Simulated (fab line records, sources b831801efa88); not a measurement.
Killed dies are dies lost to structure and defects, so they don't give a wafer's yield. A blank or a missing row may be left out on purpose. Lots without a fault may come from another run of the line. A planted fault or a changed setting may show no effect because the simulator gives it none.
Chamber matching | flow sky130 | SKY_CONTACT_CMP_04 on cmp-02: 4 sister chambers
The step polishes SiO2. 8 wafers are shown with their chamber, then 7 later ones without.

WAFERS WITH THEIR CHAMBER
wafer  | chamber | motor_current_A (A) | edge_zone_pressure_frac
L756.5 | 1       | 11.5                | 0.997
L759.1 | 3       | 11.9                | 0.997
L759.4 | 2       | 9.9                 | 1.007
L767.2 | 0       | 10.5                | 1.006
L767.3 | 1       | 11.6                | 1.007
L767.6 | 0       | 10.8                | 1.004
L771.2 | 2       | 9.7                 | 1.001
L771.5 | 3       | 11.8                | 0.998

WAFERS WITHOUT THEIR CHAMBER
wafer  | motor_current_A (A) | edge_zone_pressure_frac
L771.6 | 11.0                | 1.002
L774.1 | 11.0                | 0.996
L774.2 | 10.1                | 0.990
L774.3 | 11.4                | 0.993
L775.1 | 9.4                 | 1.002
L775.3 | 11.4                | 1.000
L775.6 | 9.6                 | 1.003

WHICH CHAMBER EACH WENT THROUGH
wafer  | from the rows above     | in truth
L771.6 | can't be placed: 0 or 1 | 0
L774.1 | can't be placed: 0 or 1 | 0
L774.2 | can't be placed: 2 or 0 | 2
L774.3 | can't be placed: 1 or 3 | 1
L775.1 | 2                       | 2
L775.3 | 1                       | 1
L775.6 | 2                       | 2
Placed correctly: 3 of 7. Can't be placed from these rows: 4 (the true chamber is among the candidates in 4). Placed wrongly: 0.
How it was worked out, from the rows above alone: a wafer's distance from a chamber is the root of the sum, over the readings, of the square of ((its reading less the chamber's mean) divided by the reading's scatter). The wafer belongs to the nearest chamber; if the next one is less than 2 further off, it can't be placed. A chamber's mean is the mean of its shown wafers. The scatter: the root of (the sum of the squares of (reading less its chamber's mean) over the shown wafers, divided by (wafers less chambers)).
